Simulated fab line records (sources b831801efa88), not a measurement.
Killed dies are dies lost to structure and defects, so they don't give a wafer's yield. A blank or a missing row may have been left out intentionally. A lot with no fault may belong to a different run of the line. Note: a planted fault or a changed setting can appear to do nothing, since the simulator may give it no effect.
Which tool was responsible? :: flow sky130 :: 30 wafers from 10 lots sampled at 3 of the route's 708 steps

## WHAT THE GAUGES SHOWED, per wafer
SKY_LOCAL_INTERCONNECT_RS_MEAS_01: uses a four-point probe to measure.
lot: L840
measured: day 29 09:46
on: film_metro-03
LOCAL_INTERCONNECT_TIN_RS (ohm/sq): 14.10 14.15 13.98

lot: L843
measured: day 30 23:59
on: film_metro-02
LOCAL_INTERCONNECT_TIN_RS (ohm/sq): 13.95 13.76 13.98

lot: L845
measured: day 31 10:34
on: film_metro-03
LOCAL_INTERCONNECT_TIN_RS (ohm/sq): 14.25 14.01 14.21

lot: L846
measured: day 31 12:02
on: film_metro-01
LOCAL_INTERCONNECT_TIN_RS (ohm/sq): 14.03 13.97 14.22

lot: L847
measured: day 31 19:27
on: film_metro-01
LOCAL_INTERCONNECT_TIN_RS (ohm/sq): 14.35 14.37 14.17

lot: L850
measured: day 32 18:48
on: film_metro-03
LOCAL_INTERCONNECT_TIN_RS (ohm/sq): 13.92 13.85 13.92

lot: L851
measured: day 32 23:34
on: film_metro-01
LOCAL_INTERCONNECT_TIN_RS (ohm/sq): 14.16 13.99 14.20

lot: L853
measured: day 33 17:56
on: film_metro-01
LOCAL_INTERCONNECT_TIN_RS (ohm/sq): 14.11 14.19 13.91

lot: L854
measured: day 33 22:25
on: film_metro-03
LOCAL_INTERCONNECT_TIN_RS (ohm/sq): 14.02 14.07 13.82

lot: L859
measured: day 35 16:43
on: film_metro-03
LOCAL_INTERCONNECT_TIN_RS (ohm/sq): 12.16 14.23 14.05

## WHAT TOOL EACH LOT RAN ON (gives the tool, then ch and the chambers of the sampled wafers, and finally the start)
lot: L840
SKY_LI_CONTACT_SPUTTER_19: pvd_sputter-03, day 29 08:56
SKY_LOCAL_INTERCONNECT_SPUTTER_00: pvd_sputter-04, day 29 09:41

lot: L843
SKY_LI_CONTACT_SPUTTER_19: pvd_sputter-02, day 30 23:10
SKY_LOCAL_INTERCONNECT_SPUTTER_00: pvd_sputter-04, day 30 23:55

lot: L845
SKY_LI_CONTACT_SPUTTER_19: pvd_sputter-01, day 31 09:46
SKY_LOCAL_INTERCONNECT_SPUTTER_00: pvd_sputter-01, day 31 10:30

lot: L846
SKY_LI_CONTACT_SPUTTER_19: pvd_sputter-02, day 31 11:13
SKY_LOCAL_INTERCONNECT_SPUTTER_00: pvd_sputter-01, day 31 11:57

lot: L847
SKY_LI_CONTACT_SPUTTER_19: pvd_sputter-02, day 31 18:37
SKY_LOCAL_INTERCONNECT_SPUTTER_00: pvd_sputter-01, day 31 19:22

lot: L850
SKY_LI_CONTACT_SPUTTER_19: pvd_sputter-02, day 32 17:58
SKY_LOCAL_INTERCONNECT_SPUTTER_00: pvd_sputter-01, day 32 18:42

lot: L851
SKY_LI_CONTACT_SPUTTER_19: pvd_sputter-02, day 32 22:46
SKY_LOCAL_INTERCONNECT_SPUTTER_00: pvd_sputter-02, day 32 23:30

lot: L853
SKY_LI_CONTACT_SPUTTER_19: pvd_sputter-02, day 33 17:04
SKY_LOCAL_INTERCONNECT_SPUTTER_00: pvd_sputter-04, day 33 17:48

lot: L854
SKY_LI_CONTACT_SPUTTER_19: pvd_sputter-01, day 33 21:35
SKY_LOCAL_INTERCONNECT_SPUTTER_00: pvd_sputter-04, day 33 22:20

lot: L859
SKY_LI_CONTACT_SPUTTER_19: pvd_sputter-02, day 35 15:55
SKY_LOCAL_INTERCONNECT_SPUTTER_00: pvd_sputter-04, day 35 16:39
- SKY_LI_CONTACT_SPUTTER_19: material Ti, target thk 20 nm, time 106.37 s.
- SKY_LOCAL_INTERCONNECT_SPUTTER_00: material TiN, target thk 100 nm, time 83.3 s.

## THE ANSWER, worked out from the rows above alone
Rule: the lots themselves supply what counts as usual. The widest of any qualifying gaps counts: lots, ordered by their means at a reading, are off when they make up no more than a third of the lots, leave a main group of 4 or more, and stand apart from it by 3 or more times the standard deviation of that group's means. The tables above print the reading to a certain number of digits; a main group whose means all agree to those digits is not used. A lot without any number at a reading at which 4 lots or more have one is off too. Any other lot the step has rows for is counted as sound.
Off: L859, seen at SKY_LOCAL_INTERCONNECT_RS_MEAS_01 (LOCAL_INTERCONNECT_TIN_RS). The main group: mean 14.06 ohm/sq, standard deviation 0.12.
A tool fits if, at a process step before that reading, it ran every lot that is off, and no sound lot after the first of them. Those tools and the gauges at SKY_LOCAL_INTERCONNECT_RS_MEAS_01 are tried in the same way. Can't be told from this: 3 tools fit, pvd_sputter-02 at SKY_LI_CONTACT_SPUTTER_19, pvd_sputter-04 at SKY_LOCAL_INTERCONNECT_SPUTTER_00, film_metro-03 at SKY_LOCAL_INTERCONNECT_RS_MEAS_01.

## WHAT THE SIMULATOR HAD INSERTED
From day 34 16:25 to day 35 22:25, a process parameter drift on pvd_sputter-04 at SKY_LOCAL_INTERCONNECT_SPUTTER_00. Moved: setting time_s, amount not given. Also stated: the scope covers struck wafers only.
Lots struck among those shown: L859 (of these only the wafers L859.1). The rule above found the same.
